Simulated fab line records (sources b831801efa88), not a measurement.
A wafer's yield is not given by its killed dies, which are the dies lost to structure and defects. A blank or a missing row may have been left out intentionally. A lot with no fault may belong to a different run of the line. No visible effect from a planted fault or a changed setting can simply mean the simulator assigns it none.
Which tool did it? | flow sky130 | 15 lots, 45 wafers sampled, at 5 steps of a route of 708

== WHAT THE GAUGES READ, wafer by wafer ==
SKY_FIELD_ISO_BOW_MEAS_00.
lot  | measured    | on           | INCOMING_BOW (um)
L540 | day 1 15:00 | filmMetro-01 | 8 15 -6
L541 | day 1 20:04 | filmMetro-03 | 10 -1 -14
L542 | day 2 01:02 | filmMetro-03 | -10 -1 -2
L543 | day 2 06:00 | filmMetro-03 | 6 1 0
L544 | day 2 11:00 | filmMetro-01 | 7 -6 16
L545 | day 2 16:00 | filmMetro-01 | -5 -1 -6
L547 | day 3 02:00 | filmMetro-01 | 2 2 -6
L548 | day 3 07:02 | filmMetro-01 | 5 0 2
L555 | day 4 18:01 | filmMetro-01 | 1 -7 0
L556 | day 4 23:01 | filmMetro-01 | 0 5 8
L557 | day 5 04:00 | filmMetro-02 | -3 -2 -6
L558 | day 5 09:02 | filmMetro-03 | 4 -12 -1
L559 | day 5 14:00 | filmMetro-01 | -9 0 4
L560 | day 5 19:01 | filmMetro-01 | 3 2 -3
L562 | day 6 05:02 | filmMetro-01 | 6 -7 7

SKY_DNWELL_TW_MEAS_09.
lot  | measured    | on           | DNWELL_TW
L540 | day 3 12:39 | filmMetro-03 | 1094 1092 1100
L541 | day 4 01:44 | filmMetro-04 | 1119 1114 1121
L542 | day 4 01:16 | filmMetro-04 | 1114 1118 1121
L543 | day 4 08:11 | filmMetro-04 | 1118 1123 1120
L544 | day 4 10:03 | filmMetro-01 | 1097 1101 1107
L545 | day 4 14:45 | filmMetro-01 | 1097 1098 1104
L547 | day 5 05:50 | filmMetro-01 | 1104 1098 1102
L548 | day 5 10:19 | filmMetro-03 | 1092 1098 1095
L555 | day 7 02:06 | filmMetro-01 | 30 30 30
L556 | day 7 08:04 | filmMetro-04 | 30 30 30
L557 | day 7 13:00 | filmMetro-01 | 30 30 30
L558 | day 7 16:07 | filmMetro-01 | 1095 1093 1095
L559 | day 7 22:41 | filmMetro-01 | 1099 1105 1096
L560 | day 8 00:09 | filmMetro-04 | 1118 1113 1118
L562 | day 8 14:49 | filmMetro-01 | 1111 1109 1113

== TOOL THAT RAN EACH LOT (tool first, then ch and the chambers of the sampled wafers, then the start) ==
lot  | SKY_FIELD_ISO_ETCH_17          | SKY_FIELD_ISO_CMP_27         | SKY_DNWELL_DEVELOP_06
L540 | rieSi-02 ch 0,2,3, day 2 13:49 | cmp-02 ch 0,3, day 2 17:04   | lithoTrack-04 ch 0, day 3 12:00
L541 | rieSi-02 ch 1,2,3, day 2 20:01 | cmp-01 ch 0,1, day 3 05:47   | lithoTrack-04 ch 0, day 4 01:00
L542 | rieSi-01 ch 0,1, day 2 23:28   | cmp-02 ch 0,1,2, day 3 05:53 | lithoTrack-02 ch 0, day 4 00:00
L543 | rieSi-01 ch 0,1,3, day 3 03:33 | cmp-02 ch 1,3, day 3 11:41   | lithoTrack-02 ch 0, day 4 07:00
L544 | rieSi-02 ch 1,2,3, day 3 06:57 | cmp-02 ch 0,1,2, day 3 13:20 | lithoTrack-03 ch 0, day 4 09:00
L545 | rieSi-01 ch 0,2,3, day 3 13:25 | cmp-01 ch 1,2,3, day 3 19:06 | lithoTrack-04 ch 0, day 4 14:00
L547 | rieSi-01 ch 1,3, day 4 00:28   | cmp-02 ch 0,2, day 4 08:07   | lithoTrack-02 ch 0, day 5 05:00
L548 | rieSi-01 ch 1,2, day 4 06:34   | cmp-02 ch 1,3, day 4 12:22   | lithoTrack-04 ch 0, day 5 09:00
L555 | rieSi-01 ch 1,2, day 5 18:10   | cmp-01 ch 0,1,2, day 5 23:20 | lithoTrack-04, day 7 01:00
L556 | rieSi-02 ch 0,2, day 5 22:06   | cmp-02 ch 0,1,3, day 6 07:55 | lithoTrack-03, day 7 07:00
L557 | rieSi-01 ch 1,2, day 6 02:07   | cmp-01 ch 0,2, day 6 12:14   | lithoTrack-03, day 7 12:00
L558 | rieSi-02 ch 0,1,3, day 6 08:43 | cmp-02 ch 0,2,3, day 6 18:06 | lithoTrack-04 ch 0, day 7 15:00
L559 | rieSi-02 ch 0,3, day 6 15:04   | cmp-01 ch 0,2, day 6 22:10   | lithoTrack-02 ch 0, day 7 22:00
L560 | rieSi-01 ch 1,2,3, day 6 18:58 | cmp-02 ch 0,1,3, day 7 01:08 | lithoTrack-02 ch 0, day 7 23:00
L562 | rieSi-01 ch 0,2,3, day 7 05:46 | cmp-02 ch 0,3, day 7 13:40   | lithoTrack-04 ch 0, day 8 14:00
- SKY_FIELD_ISO_ETCH_17: etches Si in HBr/Cl2/O2, target depth 342 nm, time 97.7 s.
- SKY_FIELD_ISO_CMP_27: polishes, stops on Si3N4, t overpolish 16 s, target thk 457.8 nm.
- SKY_DNWELL_DEVELOP_06: develop time 60 s.

== AS READ BY THE TOOLS THEMSELVES (means over the sampled wafers that have a number; for cases with no such wafer, the mark the record gives instead) ==
SKY_FIELD_ISO_ETCH_17.
lot  | tool     | HBr_flow_sccm (sccm) | drypumpMotorCurrentA (A) | oesProductAu (a.u.) | throttleValvePct (%)
L540 | rieSi-02 | 149.9                | 5.6                      | 0.998               | 25.651
L541 | rieSi-02 | 149.8                | 5.8                      | 1.001               | 25.654
L542 | rieSi-01 | 150.7                | 5.7                      | 0.999               | 25.661
L543 | rieSi-01 | 150.0                | 5.8                      | 1.003               | 25.663
L544 | rieSi-02 | 149.9                | 5.8                      | 1.001               | 25.649
L545 | rieSi-01 | 150.3                | 5.6                      | 1.002               | 25.649
L547 | rieSi-01 | 150.0                | 6.1                      | 0.994               | 25.658
L548 | rieSi-01 | 149.8                | 5.4                      | 0.999               | 25.657
L555 | rieSi-01 | 150.2                | 5.4                      | 1.009               | 25.655
L556 | rieSi-02 | 150.1                | 5.5                      | 0.995               | 25.671
L557 | rieSi-01 | 149.9                | 5.6                      | 1.003               | 25.659
L558 | rieSi-02 | 150.0                | 5.4                      | 1.004               | 25.642
L559 | rieSi-02 | 149.9                | 5.2                      | 0.992               | 25.654
L560 | rieSi-01 | 150.1                | 5.7                      | 1.005               | 25.649
L562 | rieSi-01 | 150.1                | 5.7                      | 0.998               | 25.658

SKY_FIELD_ISO_CMP_27.
lot  | tool   | motorCurrentA (A) | overpolishRunS (s) | timeToEndpointS (s)
L540 | cmp-02 | 11.9              | 16.002             | 116
L541 | cmp-01 | 11.3              | 16.011             | 116
L542 | cmp-02 | 12.2              | 16.010             | 120
L543 | cmp-02 | 12.4              | 15.986             | 117
L544 | cmp-02 | 12.6              | 15.988             | 121
L545 | cmp-01 | 11.0              | 16.005             | 118
L547 | cmp-02 | 11.9              | 16.006             | 111
L548 | cmp-02 | 12.4              | 16.003             | 116
L555 | cmp-01 | 11.0              | 16.003             | 114
L556 | cmp-02 | 12.3              | 15.996             | 113
L557 | cmp-01 | 10.5              | 16.007             | 115
L558 | cmp-02 | 12.1              | 15.999             | 112
L559 | cmp-01 | 11.4              | 16.003             | 112
L560 | cmp-02 | 12.0              | 16.001             | 117
L562 | cmp-02 | 12.0              | 16.007             | 115

SKY_DNWELL_DEVELOP_06.
lot  | tool          | chillPlateTempC (C) | exhaustPa (Pa)
L540 | lithoTrack-04 | 23.04               | 45.9
L541 | lithoTrack-04 | 22.83               | 44.2
L542 | lithoTrack-02 | 23.09               | 45.4
L543 | lithoTrack-02 | 23.03               | 44.4
L544 | lithoTrack-03 | 23.05               | 45.0
L545 | lithoTrack-04 | 23.08               | 45.4
L547 | lithoTrack-02 | 23.01               | 45.6
L548 | lithoTrack-04 | 23.07               | 44.5
L555 | lithoTrack-04 | -                   | -
L556 | lithoTrack-03 | -                   | -
L557 | lithoTrack-03 | -                   | -
L558 | lithoTrack-04 | 23.13               | 44.1
L559 | lithoTrack-02 | 22.92               | 43.7
L560 | lithoTrack-02 | 23.02               | 45.0
L562 | lithoTrack-04 | 23.03               | 45.5

== THE ANSWER, worked out from the rows above alone ==
Rule: the lots themselves supply what counts as usual. The widest of any qualifying gaps counts: lots, ordered by their means at a reading, are off when they make up no more than a third of the lots, leave a main group of 4 or more, and stand apart from it by 3 or more times the standard deviation of that group's means. If all means in a main group match to the digits the tables above print for the reading, that group is not used. Also off: a lot with no number at a reading for which 4 or more lots have one. The other lots that the step has rows for count as sound. First the gauges in route order, then the tools' own readings, where a lot's mean is used as printed above. The first step at which some lot is off is used, and at that step the reading that is off furthest; a lot without a number counts as furthest.
Off: L555, L556, L557, seen at SKY_DNWELL_TW_MEAS_09 (DNWELL_TW). Mean 1106 and standard deviation 9.6 in the main group.
If a tool, at a process step before that reading, ran all the lots that are off and no sound lot after the first of them, it fits. The gauges at SKY_DNWELL_TW_MEAS_09 aren't tried: what is off there is off at SKY_DNWELL_DEVELOP_06 too, on other tools, and a gauge's error can't cause that. Not one of the candidates tried fits.

== WHAT WAS PUT IN BY THE SIMULATOR ==
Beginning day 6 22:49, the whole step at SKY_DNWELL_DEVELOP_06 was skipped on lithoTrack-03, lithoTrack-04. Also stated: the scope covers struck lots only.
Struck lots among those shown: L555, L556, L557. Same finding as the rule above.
